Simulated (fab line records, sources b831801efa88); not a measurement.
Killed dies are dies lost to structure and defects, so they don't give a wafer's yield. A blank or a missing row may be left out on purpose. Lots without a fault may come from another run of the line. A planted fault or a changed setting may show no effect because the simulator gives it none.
Chamber matching | flow gf180mcu | GF_V3_CMP_04 on cmp-01: 4 sister chambers
The step polishes SiO2. 14 wafers are shown with their chamber, then 7 later ones without.

WAFERS WITH THEIR CHAMBER
wafer  | chamber | motor_current_A (A) | time_to_endpoint_s (s)
L735.2 | 0       | 12.4                | 83
L735.3 | 3       | 12.7                | 80
L735.4 | 2       | 12.4                | 86
L737.3 | 0       | 12.1                | 75
L737.5 | 1       | 11.1                | 75
L737.6 | 0       | 11.0                | 78
L742.3 | 0       | 12.4                | 80
L742.4 | 2       | 12.6                | 88
L742.5 | 3       | 12.6                | 79
L744.3 | 2       | 13.0                | 84
L744.4 | 3       | 12.6                | 87
L744.5 | 1       | 11.9                | 86
L750.2 | 0       | 11.6                | 78
L750.4 | 1       | 12.0                | 80

SIGNATURES (means of the wafers above)
reading            | chamber 0 | chamber 1 | chamber 2 | chamber 3 | scatter within a chamber
motor_current_A    | 11.900    | 11.667    | 12.667    | 12.633    | 0.46
time_to_endpoint_s | 78.80     | 80.33     | 86.00     | 82.00     | 3.76
Rule: a wafer's distance from a chamber is the root of the sum, over the readings, of the square of ((its reading less the chamber's mean) divided by the reading's scatter). The wafer belongs to the nearest chamber; if the next one is less than 2 further off, it can't be placed. The scatter: the root of (the sum of the squares of (reading less its chamber's mean) over the shown wafers, divided by (wafers less chambers)).

WAFERS WITHOUT THEIR CHAMBER
wafer  | motor_current_A (A) | time_to_endpoint_s (s)
L750.6 | 12.2                | 80
L751.1 | 12.7                | 73
L751.3 | 13.3                | 82
L751.5 | 12.6                | 80
L756.1 | 12.3                | 77
L756.3 | 12.7                | 74
L756.5 | 12.8                | 79

WHICH CHAMBER EACH WENT THROUGH
wafer  | from the rows above               | in truth
L750.6 | can't be placed: 0 or 3 or 1 or 2 | 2
L751.1 | can't be placed: 0 or 3 or 1 or 2 | 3
L751.3 | can't be placed: 3 or 2 or 0      | 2
L751.5 | can't be placed: 3 or 0 or 2 or 1 | 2
L756.1 | can't be placed: 0 or 3 or 1 or 2 | 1
L756.3 | can't be placed: 3 or 0 or 1 or 2 | 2
L756.5 | can't be placed: 3 or 2 or 0 or 1 | 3
Placed correctly: 0 of 7. Can't be placed from these rows: 7 (the true chamber is among the candidates in 7). Placed wrongly: 0.
